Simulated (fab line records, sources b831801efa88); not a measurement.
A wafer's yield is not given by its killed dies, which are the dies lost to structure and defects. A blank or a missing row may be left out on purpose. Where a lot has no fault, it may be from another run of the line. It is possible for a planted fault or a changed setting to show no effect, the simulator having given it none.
Split-lot experiment ; flow sky130 ; 5 lots, 23 wafers read, on a route of 708 steps

ON THE SPLIT
At SKY_NWELL_IMPLANT_24, the setting energy-kev was moved away from the recipe's 140 on 8 of the 23 wafers read, by -4.1% to +5.9%. This setting was run at the recipe's value on the other wafers.

The reading is taken at the split's own step.

THE READING
implant.drp-nm (the simulator's own value, which no gauge read), in nm, at SKY_NWELL_IMPLANT_24. There is no usual value for it anywhere in the file.

wafer;tool, chamber at the split;energy-kev as run;against the recipe;implant.drp-nm, nm;against lot-mates on the recipe
L074.2;implanter-04, 0;140;recipe;95.47;-
L074.3;implanter-04, 0;140;recipe;95.47;-
L074.4;implanter-04, 0;140;recipe;95.47;-
L075.1;implanter-01, 0;134.5;-3.9%;93.99;-1.48
L075.5;implanter-01, 0;134.5;-3.9%;93.99;-1.48
L075.6;implanter-01, 0;134.5;-3.9%;93.99;-1.48
L075.2;implanter-01, 0;140;recipe;95.47;-
L075.3;implanter-01, 0;140;recipe;95.47;-
L080.1;implanter-01, 0;134.2;-4.1%;93.91;-1.56
L080.3;implanter-01, 0;134.2;-4.1%;93.91;-1.56
L080.2;implanter-01, 0;140;recipe;95.47;-
L080.4;implanter-01, 0;140;recipe;95.47;-
L080.5;implanter-01, 0;140;recipe;95.47;-
L083.1;implanter-03, 0;140;recipe;95.47;-
L083.2;implanter-03, 0;140;recipe;95.47;-
L083.3;implanter-03, 0;140;recipe;95.47;-
L083.5;implanter-03, 0;140;recipe;95.47;-
L083.6;implanter-03, 0;140;recipe;95.47;-
L085.1;implanter-03, 0;148.3;+5.9%;97.54;+2.07
L085.3;implanter-03, 0;148.3;+5.9%;97.54;+2.07
L085.6;implanter-03, 0;148.3;+5.9%;97.54;+2.07
L085.2;implanter-03, 0;140;recipe;95.47;-
L085.4;implanter-03, 0;140;recipe;95.47;-

THE FIT
A straight line over all 23 wafers: implant.drp-nm changes by +0.361 nm for each +1% of energy-kev; r = +1.00; the points scatter about the line by 0.033 nm.
The same after taking each lot's own level away (the mean of its wafers on the recipe; 23 wafers): +0.361 nm for each +1%; r = +1.00; scatter 0.033 nm.
Per that fit: largest energy-kev move, reading shift of 2.1 nm.
The lots' own levels span 95.470 to 95.470 nm.
So the lot-to-lot level changes the slope little: the two slopes agree.
Check: +2.13 nm against its lot-mates is what the line predicts for one of the wafers moved furthest among these (+5.9%) when that wafer is left out of the fit. Against them it came out at +2.07 nm.

THE OTHER SPLITS THESE WAFERS WENT THROUGH
These wafers also went through other splits before the reading. Each is held against what the fit with the lots' levels taken away leaves over:
other split on the same wafers;wafers away from the commonest value;r with implant.drp-nm (lot level and that fit taken away)
SKY_DNWELL_COAT_02 resist-thk-nm;8;+0.09

THE FILE'S OWN FIT
implant.drp-nm changes by +0.362 nm for each +1% of energy-kev, r = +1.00.
